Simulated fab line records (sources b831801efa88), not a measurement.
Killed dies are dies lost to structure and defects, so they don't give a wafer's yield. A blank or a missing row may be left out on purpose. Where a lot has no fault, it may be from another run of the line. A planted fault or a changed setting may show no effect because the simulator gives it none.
Which tool was responsible? :: flow gf180mcu :: at 1 step of a route of 602, 11 lots with 33 wafers sampled

## WHAT EACH GAUGE READ, for each wafer
GF_M4_OVL_MEAS_15.
lot: L337
measured: day 23 22:28
on: overlay-02
M4_OVL (nm): 15 0 4

lot: L338
measured: day 24 04:15
on: overlay-01
M4_OVL (nm): -8 -6 -2

lot: L341
measured: day 25 05:25
on: overlay-02
M4_OVL (nm): 7 3 0

lot: L345
measured: day 27 10:45
on: overlay-01
M4_OVL (nm): 3 7 11

lot: L348
measured: day 27 20:31
on: overlay-01
M4_OVL (nm): -3 -1 -6

lot: L349
measured: day 28 04:49
on: overlay-02
M4_OVL (nm): 7 3 1

lot: L350
measured: day 28 05:19
on: overlay-01
M4_OVL (nm): -9 -8 -6

lot: L352
measured: day 28 18:28
on: overlay-02
M4_OVL (nm): 10 9 11

lot: L354
measured: day 29 16:34
on: overlay-01
M4_OVL (nm): 6 5 6

lot: L355
measured: day 30 00:11
on: overlay-02
M4_OVL (nm): 1 -2 0

lot: L356
measured: day 30 07:34
on: overlay-02
M4_OVL (nm): -4 1 -2

## WHAT TOOL EACH LOT RAN ON (gives the tool, then ch and the chambers of the sampled wafers, and finally the start)
The record holds no process step before these readings.

## AS READ BY THE TOOLS THEMSELVES (means over the sampled wafers that have a number; for cases with no such wafer, the mark the record gives instead)
The record holds no such reading with a usual standard deviation.

## THE ANSWER, worked out from the rows above alone
Rule: the lots themselves supply what counts as usual. The widest of any qualifying gaps counts: lots, ordered by their means at a reading, are off when they make up no more than a third of the lots, leave a main group of 4 or more, and stand apart from it by 3 or more times the standard deviation of that group's means. The tables above print the reading to a certain number of digits; a main group whose means all agree to those digits is not used. Also off: a lot with no number at a reading for which 4 or more lots have one. Where the step has rows for the other lots, those lots are counted as sound. First the gauges in route order, then the tools' own readings, where a lot's mean is used as printed above. At the first step where some lot is off, the reading lying furthest off is the one used; lots without a number count as furthest.
Across all readings shown, no lot is off: no conclusion can be drawn from this.

## WHAT THE SIMULATOR PUT IN
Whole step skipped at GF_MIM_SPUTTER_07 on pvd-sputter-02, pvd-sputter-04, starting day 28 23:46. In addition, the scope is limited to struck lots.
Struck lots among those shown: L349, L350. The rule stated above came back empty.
